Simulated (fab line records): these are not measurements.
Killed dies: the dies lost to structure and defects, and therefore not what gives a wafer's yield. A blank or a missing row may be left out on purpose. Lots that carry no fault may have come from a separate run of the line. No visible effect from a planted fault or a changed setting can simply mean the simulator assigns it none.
fab line records -- flow gf180mcu -- part 1 of 2: steps 1 to 26 of 37
record lots=5, wafers=15, last_day=33
route steps=602 shown SAB@273 SALICIDE@278 CONTACT@287
lots with no fault: from the same line, run without faults
start_h: start of the lot's first displayed wafer, in hours after the record's first day -- wait_h: hours since the lot's step before -- " the same as in the row above -- L1.1+2: several wafers, shown together as one row -- - no value, or no start given -- * or withheld: withheld -- < > ~ a bound
route shown NAME@n: NAME is a module with steps in the file, n the number in the route of the first one -- usual: the fault-free wafers' mean and standard deviation -- same: alike in all rows -- chamber/n: place in a boat -- sites: per-site readings -- _std_site: their standard deviation -- _edge_site: mean of outer sites minus mean of inner sites -- radius_mm: for every site, how far away it sits from the centre of the wafer -- mask NAME#n: copy n -- behind: the tool/chamber that last shaped the wafer -- hold: what put the lot on hold/how long, in hours/how the hold closed -- device: which transistor (n, p or np) failed to switch -- end of line: the route-end tests of the same wafers -- step lacking rows: just its recipe -- killed: dies that structure and defects cost at the first sort, which is not the same as the wafer's yield -- map: a wafer's dies, x killed, . not, _ none there
set.NAME: the run value of the setting; set.NAME@STEP: its run value at that earlier step -- model.NAME: the simulator's own value behind a step, which no gauge read
certain route steps with their lots: each step a table, each wafer a row
services: the hour from which a tool's chamber was out of use, counted from the record's first day as start_h (under 0 if before that day), plus the number of hours and why
## steps
# step GF_SAB_CD_MEAS_09
# recipe target_cd_nm=420
# usual cd_nm=420.2/2.6
lot.wafer,tool,chamber,start_h,wait_h,cd_nm
L076.1,cd_sem-01,-,365.42,0.1,423.1
L076.2,cd_sem-01,-,365.42,0.1,424.2
L076.6,cd_sem-01,-,365.42,0.1,421.7
L082.1,cd_sem-02,-,407.78,0.1,421.5
L082.4,cd_sem-02,-,407.78,0.1,420.7
L082.6,cd_sem-02,-,407.78,0.1,421.6
L091.3,cd_sem-02,-,486.26,0.1,417.5
L091.4,cd_sem-02,-,486.26,0.1,418.1
L091.5,cd_sem-02,-,486.26,0.1,417.8
L092.1,cd_sem-02,-,493.17,0.1,418.6
L092.3,cd_sem-02,-,493.17,0.1,417.7
L092.6,cd_sem-02,-,493.17,0.1,417.1
L094.3,cd_sem-01,-,512.87,0.1,423.8
L094.4,cd_sem-01,-,512.87,0.1,422.4
L094.5,cd_sem-01,-,512.87,0.1,422.5
# step GF_SAB_OVL_MEAS_10
# usual SAB_OVL=0.6/1.3
lot.wafer,tool,chamber,start_h,wait_h,SAB_OVL[nm]
L076.1,overlay-02,-,365.54,0.1,-0.6
L076.2,overlay-02,-,365.54,0.1,-0.4
L076.6,overlay-02,-,365.54,0.1,0.3
L082.1,overlay-02,-,407.90,0.1,-1.4
L082.4,overlay-02,-,407.90,0.1,0.5
L082.6,overlay-02,-,407.90,0.1,-0.8
L091.3,overlay-01,-,486.35,0.1,-1.1
L091.4,overlay-01,-,486.35,0.1,-2.0
L091.5,overlay-01,-,486.35,0.1,-1.9
L092.1,overlay-02,-,493.29,0.1,3.4
L092.3,overlay-02,-,493.29,0.1,0.2
L092.6,overlay-02,-,493.29,0.1,1.9
L094.3,overlay-02,-,512.96,0.1,1.0
L094.4,overlay-02,-,512.96,0.1,0.3
L094.5,overlay-02,-,512.96,0.1,2.5
# step GF_SAB_ETCH_11
# recipe chemistry=C4F8/O2/Ar, mask_material=NOVOLAK, target=SiO2, target_depth_nm=55, source_w=1500, bias_w=1200, pressure_mtorr=40, c4f8_flow_sccm=withheld, O2_flow_sccm=6, Ar_flow_sccm=300, time_s=8.5
# usual oes_product_au=0.999/0.012
lot.wafer,tool,chamber,start_h,wait_h,oes_product_au,rf_hours_counter_h
L076.1,rie_diel-01,2,365.58,0.0,1.001,6
L076.2,rie_diel-01,3,365.58,0.0,1.009,25
L076.6,rie_diel-01,3,365.58,0.0,1.011,-
L082.1,rie_diel-04,0,407.93,0.0,1.004,16
L082.4,rie_diel-04,3,407.93,0.0,1.009,15
L082.6,rie_diel-04,0,407.93,0.0,1.006,-
L091.3,rie_diel-03,1,486.37,0.0,1.007,21
L091.4,rie_diel-03,3,486.37,0.0,0.982,42
L091.5,rie_diel-03,3,486.37,0.0,0.994,-
L092.1,rie_diel-01,2,493.32,0.0,1.007,10
L092.3,rie_diel-01,3,493.32,0.0,1.021,30
L092.6,rie_diel-01,2,493.32,0.0,1.000,-
L094.3,rie_diel-01,0,512.98,0.0,0.989,10
L094.4,rie_diel-01,2,512.98,0.0,0.993,-
L094.5,rie_diel-01,0,512.98,0.0,0.993,-
# step GF_SAB_WET_ETCH_12
# recipe chemistry=dHF, target_depth_nm=22, dry=n2_spin, target=SiO2, temp_c=25, dilution=100:1, time_s=440
lot.wafer,tool,chamber,start_h,wait_h
L076.1+2+6,wet_bench-02,2,365.60,0.0
L082.1+4+6,wet_bench-01,1,407.95,0.0
L091.3+4+5,wet_bench-04,0,486.39,0.0
L092.1+3+6,wet_bench-02,3,493.34,0.0
L094.3+4+5,wet_bench-02,0,513.00,0.0
# step GF_SAB_STRIP_13
# recipe chemistry=O2/N2, power_w=1400, pressure_mtorr=1500, platen_temp_c=250, o2_flow_sccm=3000, n2_flow_sccm=300, overash_fraction=0.5
# usual drypump_motor_current_A=5.5/0.36, heater_power_w=340/28, oes_product_au=0.710/0.0044, strip_time_to_endpoint_s=12.617/0.03
lot.wafer,tool,chamber,start_h,wait_h,drypump_motor_current_A,heater_power_w,oes_product_au,rf_hours_counter_h,strip_time_to_endpoint_s
L076.1,plasma_asher-01,0,365.73,0.0,5.1,285,0.708,72,12.594
L076.2,plasma_asher-01,1,365.73,0.0,6.4,373,0.713,72,12.620
L076.6,plasma_asher-01,1,365.73,0.0,6.4,375,0.712,-,12.616
L082.1,plasma_asher-01,1,408.08,0.0,6.4,379,0.710,75,12.599
L082.4,plasma_asher-01,0,408.08,0.0,5.1,288,0.711,-,12.620
L082.6,plasma_asher-01,0,408.08,0.0,5.1,280,0.709,-,12.579
L091.3,plasma_asher-01,1,486.56,0.0,6.4,373,0.700,-,12.629
L091.4,plasma_asher-01,0,486.56,0.0,5.1,284,0.717,-,12.664
L091.5,plasma_asher-01,1,486.56,0.0,6.4,384,0.709,-,12.673
L092.1,plasma_asher-04,0,493.47,0.0,5.4,364,0.706,70,12.643
L092.3,plasma_asher-04,0,493.47,0.0,5.4,364,0.712,-,12.637
L092.6,plasma_asher-04,0,493.47,0.0,5.4,356,0.711,-,12.679
L094.3,plasma_asher-04,0,513.18,0.0,5.4,365,0.714,-,12.642
L094.4,plasma_asher-04,1,513.18,0.0,5.5,325,0.712,-,12.629
L094.5,plasma_asher-04,1,513.18,0.0,5.5,322,0.709,-,12.591
# step GF_SALICIDE_CLEAN_00
# recipe chemistry=SC1/SC2, mix=1:4:20, temp_c=70, time_s=150
lot.wafer,tool,chamber,start_h,wait_h
L076.1+2+6,wet_bench-01,0,365.83,0.1
L082.1+4+6,wet_bench-03,2,408.18,0.1
L091.3+4+5,wet_bench-03,1,486.63,0.0
L092.1+3+6,wet_bench-03,2,493.57,0.1
L094.3+4+5,wet_bench-02,2,513.24,0.0
# step GF_SALICIDE_WET_ETCH_01
# recipe chemistry=dHF, target_depth_nm=5, dry=ipa_marangoni, target=SiO2, temp_c=25, dilution=100:1, time_s=100
lot.wafer,tool,chamber,start_h,wait_h
L076.1+2+6,wet_bench-03,1,365.88,0.0
L082.1+4+6,wet_bench-02,0,408.24,0.0
L091.3+4+5,wet_bench-02,0,486.73,0.0
L092.1+3+6,wet_bench-02,1,493.62,0.0
L094.3+4+5,wet_bench-01,1,513.30,0.0
# step GF_SALICIDE_SPUTTER_02
# recipe material=Co, target_thk_nm=10, power_w=1000, time_s=20, chamber_pressure_pa=0.4
# usual throttle_valve_pct=30.0/0.92
lot.wafer,tool,chamber,start_h,wait_h,throttle_valve_pct
L076.1,pvd_sputter-01,-,365.91,0.0,30.3
L076.2,pvd_sputter-01,-,365.91,0.0,29.9
L076.6,pvd_sputter-01,-,365.91,0.0,30.3
L082.1,pvd_sputter-04,-,408.28,0.0,29.7
L082.4,pvd_sputter-04,-,408.28,0.0,29.0
L082.6,pvd_sputter-04,-,408.28,0.0,29.4
L091.3,pvd_sputter-04,-,486.77,0.0,29.6
L091.4,pvd_sputter-04,-,486.77,0.0,29.4
L091.5,pvd_sputter-04,-,486.77,0.0,28.9
L092.1,pvd_sputter-02,-,493.66,0.0,31.5
L092.3,pvd_sputter-02,-,493.66,0.0,31.5
L092.6,pvd_sputter-02,-,493.66,0.0,31.7
L094.3,pvd_sputter-04,-,513.34,0.0,29.4
L094.4,pvd_sputter-04,-,513.34,0.0,29.2
L094.5,pvd_sputter-04,-,513.34,0.0,29.7
# step GF_SALICIDE_SPUTTER_03
# recipe material=TiN, target_thk_nm=20, power_w=6500, time_s=16.7, chamber_pressure_pa=0.4
# usual throttle_valve_pct=30.0/0.91
lot.wafer,tool,chamber,start_h,wait_h,throttle_valve_pct
L076.1,pvd_sputter-01,-,365.94,0.0,30.5
L076.2,pvd_sputter-01,-,365.94,0.0,29.9
L076.6,pvd_sputter-01,-,365.94,0.0,30.2
L082.1,pvd_sputter-04,-,408.31,0.0,29.7
L082.4,pvd_sputter-04,-,408.31,0.0,28.8
L082.6,pvd_sputter-04,-,408.31,0.0,29.4
L091.3,pvd_sputter-04,-,486.80,0.0,29.8
L091.4,pvd_sputter-04,-,486.80,0.0,29.2
L091.5,pvd_sputter-04,-,486.80,0.0,29.2
L092.1,pvd_sputter-02,-,493.69,0.0,31.6
L092.3,pvd_sputter-02,-,493.69,0.0,31.7
L092.6,pvd_sputter-02,-,493.69,0.0,31.6
L094.3,pvd_sputter-04,-,513.37,0.0,29.8
L094.4,pvd_sputter-04,-,513.37,0.0,28.9
L094.5,pvd_sputter-04,-,513.37,0.0,29.6
# step GF_SALICIDE_RS_MEAS_04
# recipe thk_meas_gauge=four-point-probe, reads=TiN_of_SALICIDE_SPUTTER_03+Co_of_SALICIDE_SPUTTER_02
# usual SALICIDE_TIN_RS=16.3/0.31
lot.wafer,tool,chamber,start_h,wait_h,SALICIDE_TIN_RS[ohm/sq]
L076.1,film_metro-01,-,365.97,0.0,16.6
L076.2,film_metro-01,-,365.97,0.0,16.6
L076.6,film_metro-01,-,365.97,0.0,16.5
L082.1,film_metro-01,-,408.33,0.0,15.9
L082.4,film_metro-01,-,408.33,0.0,16.2
L082.6,film_metro-01,-,408.33,0.0,16.0
L091.3,film_metro-04,-,486.86,0.1,16.0
L091.4,film_metro-04,-,486.86,0.1,15.9
L091.5,film_metro-04,-,486.86,0.1,16.1
L092.1,film_metro-03,-,493.71,0.0,16.1
L092.3,film_metro-03,-,493.71,0.0,16.2
L092.6,film_metro-03,-,493.71,0.0,15.9
L094.3,film_metro-01,-,513.43,0.1,16.0
L094.4,film_metro-01,-,513.43,0.1,16.1
L094.5,film_metro-01,-,513.43,0.1,16.0
# step GF_SALICIDE_THK_MEAS_05
# recipe thk_meas_gauge=xrf, reads=TiN_of_SALICIDE_SPUTTER_03
# usual SALICIDE_TIN_THK=20.32/0.29
lot.wafer,tool,chamber,start_h,wait_h,SALICIDE_TIN_THK[nm]
L076.1,film_metro-01,-,366.09,0.1,20.33
L076.2,film_metro-01,-,366.09,0.1,20.00
L076.6,film_metro-01,-,366.09,0.1,20.11
L082.1,film_metro-01,-,408.45,0.1,20.48
L082.4,film_metro-01,-,408.45,0.1,20.18
L082.6,film_metro-01,-,408.45,0.1,20.20
L091.3,film_metro-04,-,486.96,0.1,20.48
L091.4,film_metro-04,-,486.96,0.1,20.54
L091.5,film_metro-04,-,486.96,0.1,20.19
L092.1,film_metro-03,-,493.83,0.1,20.44
L092.3,film_metro-03,-,493.83,0.1,20.37
L092.6,film_metro-03,-,493.83,0.1,20.52
L094.3,film_metro-01,-,513.53,0.1,20.55
L094.4,film_metro-01,-,513.53,0.1,20.31
L094.5,film_metro-01,-,513.53,0.1,20.73
# step GF_SALICIDE_RTA_06
# recipe temp_c=530, time_s=30, ambient=N2
# usual anneal_temp_c_max=533.1/1.3, lamp_power_pct=6.66/0.047, wafer_temp_C_max=532.2/0.46
lot.wafer,tool,chamber,start_h,wait_h,anneal_temp_c_max,lamp_power_pct,wafer_temp_C_max
L076.1,rtp_anneal-02,0,366.15,0.1,531.3,6.61,531.9
L076.2,rtp_anneal-02,0,366.15,0.1,531.7,6.61,532.5
L076.6,rtp_anneal-02,0,366.15,0.1,531.3,6.61,531.7
L082.1,rtp_anneal-01,0,408.51,0.1,534.0,6.71,533.2
L082.4,rtp_anneal-01,0,408.51,0.1,535.5,6.71,531.8
L082.6,rtp_anneal-01,0,408.51,0.1,534.2,6.71,532.7
L091.3,rtp_anneal-01,0,487.04,0.1,533.4,6.71,531.7
L091.4,rtp_anneal-01,0,487.04,0.1,533.2,6.71,532.5
L091.5,rtp_anneal-01,0,487.04,0.1,533.6,6.71,532.2
L092.1,rtp_anneal-02,0,493.89,0.1,532.7,6.61,531.3
L092.3,rtp_anneal-02,0,493.89,0.1,531.8,6.61,532.2
L092.6,rtp_anneal-02,0,493.89,0.1,531.6,6.61,532.2
L094.3,rtp_anneal-02,0,513.61,0.1,532.3,6.62,531.9
L094.4,rtp_anneal-02,0,513.61,0.1,532.5,6.62,533.0
L094.5,rtp_anneal-02,0,513.61,0.1,532.4,6.62,532.6
# step GF_SALICIDE_WET_ETCH_07
# recipe chemistry=SPM, target_depth_nm=120, dry=n2_spin
lot.wafer,tool,chamber,start_h,wait_h
L076.1+2+6,wet_bench-01,0,366.25,0.1
L082.1+4+6,wet_bench-02,2,408.61,0.1
L091.3+4+5,wet_bench-02,0,487.10,0.1
L092.1+3+6,wet_bench-03,0,493.99,0.1
L094.3+4+5,wet_bench-03,3,513.67,0.1
# step GF_SALICIDE_RTA_08
# recipe temp_c=800, time_s=30, ambient=N2
# usual anneal_temp_c_max=805.2/2.1, lamp_power_pct=18.52/0.13, wafer_temp_C_max=803.2/0.69
lot.wafer,tool,chamber,start_h,wait_h,anneal_temp_c_max,lamp_power_pct,wafer_temp_C_max
L076.1,rtp_anneal-01,0,366.34,0.0,806.0,18.62,804.6
L076.2,rtp_anneal-01,0,366.34,0.0,805.2,18.61,802.7
L076.6,rtp_anneal-01,0,366.34,0.0,808.0,18.61,802.9
L082.1,rtp_anneal-02,0,408.71,0.0,802.0,18.35,803.7
L082.4,rtp_anneal-02,0,408.71,0.0,802.3,18.36,803.5
L082.6,rtp_anneal-02,0,408.71,0.0,802.3,18.38,802.1
L091.3,rtp_anneal-02,0,487.23,0.0,802.1,18.35,804.8
L091.4,rtp_anneal-02,0,487.23,0.0,802.4,18.36,802.6
L091.5,rtp_anneal-02,0,487.23,0.0,803.5,18.35,803.5
L092.1,rtp_anneal-01,0,494.09,0.0,807.0,18.63,802.9
L092.3,rtp_anneal-01,0,494.09,0.0,806.5,18.64,804.5
L092.6,rtp_anneal-01,0,494.09,0.0,806.7,18.62,803.7
L094.3,rtp_anneal-01,0,513.80,0.0,806.4,18.62,802.6
L094.4,rtp_anneal-01,0,513.80,0.0,805.7,18.62,802.9
L094.5,rtp_anneal-01,0,513.80,0.0,806.4,18.62,802.6
# step GF_CONTACT_CVD_00
# recipe material=SiO2, target_thk_nm=300, sigma_open_frac=0.3, temp_c=400, time_s=50, sih4_flow_sccm=60, pressure_mtorr=6
# usual susceptor_temp_C=400.03/0.26
lot.wafer,tool,chamber,start_h,wait_h,susceptor_temp_C
L076.1,hdpcvd-01,0,366.44,0.1,400.29
L076.2,hdpcvd-01,2,366.44,0.1,400.13
L076.6,hdpcvd-01,0,366.44,0.1,399.81
L082.1,hdpcvd-01,1,408.81,0.1,399.99
L082.4,hdpcvd-01,2,408.81,0.1,399.76
L082.6,hdpcvd-01,1,408.81,0.1,400.09
L091.3,hdpcvd-02,2,487.30,0.1,400.46
L091.4,hdpcvd-02,2,487.30,0.1,399.65
L091.5,hdpcvd-02,0,487.30,0.1,400.09
L092.1,hdpcvd-02,0,494.19,0.1,400.08
L092.3,hdpcvd-02,2,494.19,0.1,400.14
L092.6,hdpcvd-02,0,494.19,0.1,400.02
L094.3,hdpcvd-01,0,513.86,0.1,399.83
L094.4,hdpcvd-01,1,513.86,0.1,399.78
L094.5,hdpcvd-01,2,513.86,0.1,399.75
# step GF_CONTACT_THK_MEAS_01
# recipe reads=SiO2_of_CONTACT_CVD_00
# usual CONTACT_CVD_00_THK=301/3.1
lot.wafer,tool,chamber,start_h,wait_h,CONTACT_CVD_00_THK[nm]
L076.1,film_metro-02,-,366.48,0.0,308
L076.2,film_metro-02,-,366.48,0.0,305
L076.6,film_metro-02,-,366.48,0.0,305
L082.1,film_metro-04,-,408.85,0.0,305
L082.4,film_metro-04,-,408.85,0.0,306
L082.6,film_metro-04,-,408.85,0.0,308
L091.3,film_metro-04,-,487.36,0.0,297
L091.4,film_metro-04,-,487.36,0.0,301
L091.5,film_metro-04,-,487.36,0.0,300
L092.1,film_metro-02,-,494.23,0.0,302
L092.3,film_metro-02,-,494.23,0.0,301
L092.6,film_metro-02,-,494.23,0.0,302
L094.3,film_metro-03,-,513.93,0.0,303
L094.4,film_metro-03,-,513.93,0.0,298
L094.5,film_metro-03,-,513.93,0.0,299
# step GF_CONTACT_CVD_02
# recipe material=SiO2, target_thk_nm=860, precursor=TEOS, temp_c=400, time_s=95.992, rf_w=600
# usual heater_power_w=629/73, susceptor_temp_C=400.06/0.21
lot.wafer,tool,chamber,start_h,wait_h,heater_power_w,susceptor_temp_C
L076.1,pecvd-01,1,366.54,0.1,554,400.13
L076.2,pecvd-01,0,366.54,0.1,692,399.89
L076.6,pecvd-01,1,366.54,0.1,595,400.15
L082.1,pecvd-03,0,408.91,0.1,647,400.02
L082.4,pecvd-03,1,408.91,0.1,570,400.54
L082.6,pecvd-03,0,408.91,0.1,509,400.01
L091.3,pecvd-04,2,487.40,0.0,661,400.04
L091.4,pecvd-04,2,487.40,0.0,727,400.32
L091.5,pecvd-04,0,487.40,0.0,521,399.94
L092.1,pecvd-04,1,494.29,0.1,709,400.13
L092.3,pecvd-04,0,494.29,0.1,547,399.57
L092.6,pecvd-04,2,494.29,0.1,724,400.46
L094.3,pecvd-03,2,513.97,0.0,623,399.96
L094.4,pecvd-03,2,513.97,0.0,660,399.97
L094.5,pecvd-03,1,513.97,0.0,547,400.13
# step GF_CONTACT_THK_MEAS_03
# recipe reads=SiO2_of_CONTACT_CVD_02
# usual CONTACT_CVD_02_THK=859/12
lot.wafer,tool,chamber,start_h,wait_h,CONTACT_CVD_02_THK[nm]
L076.1,film_metro-04,-,366.61,0.0,859
L076.2,film_metro-04,-,366.61,0.0,863
L076.6,film_metro-04,-,366.61,0.0,881
L082.1,film_metro-02,-,408.98,0.0,860
L082.4,film_metro-02,-,408.98,0.0,865
L082.6,film_metro-02,-,408.98,0.0,857
L091.3,film_metro-03,-,487.49,0.1,856
L091.4,film_metro-03,-,487.49,0.1,874
L091.5,film_metro-03,-,487.49,0.1,861
L092.1,film_metro-04,-,494.36,0.0,851
L092.3,film_metro-04,-,494.36,0.0,848
L092.6,film_metro-04,-,494.36,0.0,869
L094.3,film_metro-02,-,514.06,0.1,848
L094.4,film_metro-02,-,514.06,0.1,857
L094.5,film_metro-02,-,514.06,0.1,868
# step GF_CONTACT_CMP_04
# recipe material=SiO2, down_force_psi=4, platen_rpm=60, pad_velocity_m_s=0.94248
# usual edge_zone_pressure_frac=1.000/0.0052, motor_current_A=11.9/0.54, time_to_endpoint_s=114/6.1
lot.wafer,tool,chamber,start_h,wait_h,edge_zone_pressure_frac,motor_current_A,time_to_endpoint_s
L076.1,cmp-01,1,366.67,0.1,0.996,12.1,115
L076.2,cmp-01,2,366.67,0.1,1.008,11.3,119
L076.6,cmp-01,2,366.67,0.1,1.001,11.2,128
L082.1,cmp-01,0,409.04,0.1,1.002,11.1,114
L082.4,cmp-01,2,409.04,0.1,0.993,11.1,116
L082.6,cmp-01,1,409.04,0.1,0.996,12.3,106
L091.3,cmp-02,0,487.53,0.0,0.997,11.6,112
L091.4,cmp-02,1,487.53,0.0,0.998,11.9,121
L091.5,cmp-02,1,487.53,0.0,1.004,12.5,117
L092.1,cmp-01,0,494.42,0.1,0.995,11.8,107
L092.3,cmp-01,2,494.42,0.1,0.993,11.1,103
L092.6,cmp-01,0,494.42,0.1,0.992,11.8,115
L094.4,cmp-02,1,514.10,0.0,0.995,11.9,114
L094.3,cmp-02,0,514.10,0.0,0.996,12.3,113
L094.5,cmp-02,1,514.10,0.0,0.998,11.8,123
# step GF_CONTACT_BOW_MEAS_05
# recipe mode=bow
# usual CONTACT_BOW=65/6.5
lot.wafer,tool,chamber,start_h,wait_h,CONTACT_BOW[um]
L076.1,film_metro-04,-,366.97,0.2,54
L076.2,film_metro-04,-,366.97,0.2,70
L076.6,film_metro-04,-,366.97,0.2,58
L082.1,film_metro-04,-,409.34,0.2,50
L082.4,film_metro-04,-,409.34,0.2,61
L082.6,film_metro-04,-,409.34,0.2,60
L091.3,film_metro-02,-,487.87,0.3,66
L091.4,film_metro-02,-,487.87,0.3,56
L091.5,film_metro-02,-,487.87,0.3,63
L092.1,film_metro-03,-,494.72,0.2,70
L092.3,film_metro-03,-,494.72,0.2,73
L092.6,film_metro-03,-,494.72,0.2,68
L094.3,film_metro-03,-,514.44,0.1,63
L094.4,film_metro-03,-,514.44,0.1,65
L094.5,film_metro-03,-,514.44,0.1,68
# step GF_CONTACT_DEHYDRATE_06
# recipe temp_c=200, time_s=60
# usual exhaust_pa=45.1/0.95
lot.wafer,tool,chamber,start_h,wait_h,exhaust_pa
L076.1,litho_track-02,0,377.23,10.2,44.1
L076.2,litho_track-02,0,377.23,10.2,44.8
L076.6,litho_track-02,0,377.23,10.2,44.7
L082.1,litho_track-04,0,421.04,11.7,45.3
L082.4,litho_track-04,0,421.04,11.7,43.4
L082.6,litho_track-04,0,421.04,11.7,45.5
L091.3,litho_track-01,0,499.26,11.4,46.7
L091.4,litho_track-01,0,499.26,11.4,46.3
L091.5,litho_track-01,0,499.26,11.4,45.7
L092.1,litho_track-01,0,505.85,11.1,45.0
L092.3,litho_track-01,0,505.85,11.1,45.5
L092.6,litho_track-01,0,505.85,11.1,44.6
L094.3,litho_track-01,0,525.65,11.2,45.2
L094.4,litho_track-01,0,525.65,11.2,43.5
L094.5,litho_track-01,0,525.65,11.2,44.7
# step GF_CONTACT_HMDS_07
# recipe prime_time_s=60, prime_temp_c=120
# usual exhaust_pa=45.2/0.77
lot.wafer,tool,chamber,start_h,wait_h,exhaust_pa
L076.1,litho_track-02,0,377.38,0.1,44.9
L076.2,litho_track-02,0,377.38,0.1,46.3
L076.6,litho_track-02,0,377.38,0.1,46.9
L082.1,litho_track-04,0,421.19,0.1,44.8
L082.4,litho_track-04,0,421.19,0.1,44.9
L082.6,litho_track-04,0,421.19,0.1,44.5
L091.3,litho_track-01,0,499.41,0.1,44.7
L091.4,litho_track-01,0,499.41,0.1,45.1
L091.5,litho_track-01,0,499.41,0.1,45.7
L092.1,litho_track-01,0,506.00,0.1,44.9
L092.3,litho_track-01,0,506.00,0.1,45.2
L092.6,litho_track-01,0,506.00,0.1,44.7
L094.3,litho_track-01,0,525.80,0.1,44.0
L094.4,litho_track-01,0,525.80,0.1,44.9
L094.5,litho_track-01,0,525.80,0.1,44.6
# step GF_CONTACT_COAT_08
# recipe resist=BARC, temp_c=withheld, time_s=withheld, spin_rpm=withheld, resist_thk_nm=withheld
# usual exhaust_pa=45.3/0.76
lot.wafer,tool,chamber,start_h,wait_h,exhaust_pa
L076.1,litho_track-02,0,377.53,0.1,43.9
L076.2,litho_track-02,0,377.53,0.1,43.9
L076.6,litho_track-02,0,377.53,0.1,46.0
L082.1,litho_track-04,0,421.34,0.1,45.5
L082.4,litho_track-04,0,421.34,0.1,44.4
L082.6,litho_track-04,0,421.34,0.1,46.3
L091.3,litho_track-01,0,499.56,0.1,44.9
L091.4,litho_track-01,0,499.56,0.1,46.0
L091.5,litho_track-01,0,499.56,0.1,45.0
L092.1,litho_track-01,0,506.15,0.1,44.5
L092.3,litho_track-01,0,506.15,0.1,45.1
L092.6,litho_track-01,0,506.15,0.1,46.0
L094.3,litho_track-01,0,525.95,0.1,45.2
L094.4,litho_track-01,0,525.95,0.1,44.7
L094.5,litho_track-01,0,525.95,0.1,45.3
# step GF_CONTACT_COAT_09
# recipe resist=KrF, spin_rpm=withheld, resist_thk_nm=1000
# usual exhaust_pa=45.0/0.86
lot.wafer,tool,chamber,start_h,wait_h,exhaust_pa
L076.1,litho_track-02,0,-,-,45.2
L076.2,litho_track-02,0,-,-,45.0
L076.6,litho_track-02,0,-,-,45.3
L082.1,litho_track-04,0,-,-,45.1
L082.4,litho_track-04,0,-,-,46.5
L082.6,litho_track-04,0,-,-,44.5
L091.3,litho_track-01,0,-,-,45.4
L091.4,litho_track-01,0,-,-,45.5
L091.5,litho_track-01,0,-,-,44.1
L092.1,litho_track-01,0,-,-,43.5
L092.3,litho_track-01,0,-,-,43.8
L092.6,litho_track-01,0,-,-,44.7
L094.3,litho_track-01,0,-,-,44.2
L094.4,litho_track-01,0,-,-,44.8
L094.5,litho_track-01,0,-,-,45.1
# step GF_CONTACT_SOFTBAKE_10
# recipe temp_c=130, time_s=60, resist=KrF
# usual exhaust_pa=45.1/0.91
lot.wafer,tool,chamber,start_h,wait_h,exhaust_pa
L076.1,litho_track-02,0,-,-,44.6
L076.2,litho_track-02,0,-,-,44.8
L076.6,litho_track-02,0,-,-,45.4
L082.1,litho_track-04,0,-,-,44.9
L082.4,litho_track-04,0,-,-,44.2
L082.6,litho_track-04,0,-,-,43.7
L091.3,litho_track-01,0,-,-,46.1
L091.4,litho_track-01,0,-,-,47.7
L091.5,litho_track-01,0,-,-,45.7
L092.1,litho_track-01,0,-,-,43.3
L092.3,litho_track-01,0,-,-,44.3
L092.6,litho_track-01,0,-,-,43.9
L094.3,litho_track-01,0,-,-,44.9
L094.4,litho_track-01,0,-,-,45.0
L094.5,litho_track-01,0,-,-,45.6
# step GF_CONTACT_EXPOSE_11
# recipe mask_id=Contact, target_cd_nm=220, na=0.68, source_shape=conventional, sigma_outer=0.6, dose_mj=38
lot.wafer,tool,chamber,start_h,wait_h,mask
L076.1+2+6,krf_scanner-01,0,-,-,Contact#0
L082.1+4+6,krf_scanner-02,0,-,-,Contact#0
L091.3+4+5,krf_scanner-02,0,-,-,Contact#0
L092.1+3+6,krf_scanner-02,0,-,-,Contact#0
L094.3+4+5,krf_scanner-02,0,-,-,Contact#0
